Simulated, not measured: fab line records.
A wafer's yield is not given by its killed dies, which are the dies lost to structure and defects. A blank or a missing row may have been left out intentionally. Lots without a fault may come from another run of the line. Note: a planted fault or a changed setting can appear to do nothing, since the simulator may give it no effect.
Matching of chambers -- flow sky130 -- cmp-02 running SKY_VIA2_CMP_24: 4 sister chambers
The step polishes, stops on SiO2, t overpolish 20 s, target thk 0 nm. 7 wafers are shown with their chamber, then 9 later ones without.

## WAFERS, EACH WITH ITS CHAMBER
wafer,chamber,motor-current-A (A),retaining-ring-pressure-frac
L081.6,1,10.5,1.010
L082.4,2,13.7,0.997
L084.5,3,9.5,1.002
L084.6,0,9.9,0.994
L089.1,3,8.9,1.006
L089.4,1,10.0,0.999
L089.5,0,10.4,0.996

## WAFERS WITHOUT THEIR CHAMBER
wafer,motor-current-A (A),retaining-ring-pressure-frac
L088.3,9.2,1.006
L088.4,10.4,1.002
L088.6,9.2,1.003
L091.4,8.9,0.997
L091.5,10.4,0.986
L091.6,14.5,0.998
L096.2,10.1,1.001
L096.4,14.5,1.004
L096.5,13.9,1.000

## THE CHAMBER EACH PASSED THROUGH
wafer,from the rows above,in truth
L088.3,3,3
L088.4,can't be placed: 1 or 0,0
L088.6,3,3
L091.4,can't be placed: 3 or 0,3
L091.5,can't be placed: 0 or 1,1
L091.6,2,2
L096.2,can't be placed: 1 or 0 or 3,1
L096.4,2,2
L096.5,2,2
Correct placement for 5 of the 9. Can't be placed from these rows: 4 (the true chamber is among the candidates in 4). Placed wrongly: 0.
How it was worked out, from the rows above alone: a wafer's distance from a chamber is the root of the sum, over the readings, of the square of ((its reading less the chamber's mean) divided by the reading's scatter). The wafer belongs to the nearest chamber; if the next one is less than 2 further off, it can't be placed. For every chamber, the mean is computed from those of its wafers that are shown. How the scatter is found: for the shown wafers, subtract from each reading the mean of its chamber, square and add these, divide the total by (wafers less chambers), then take the root.
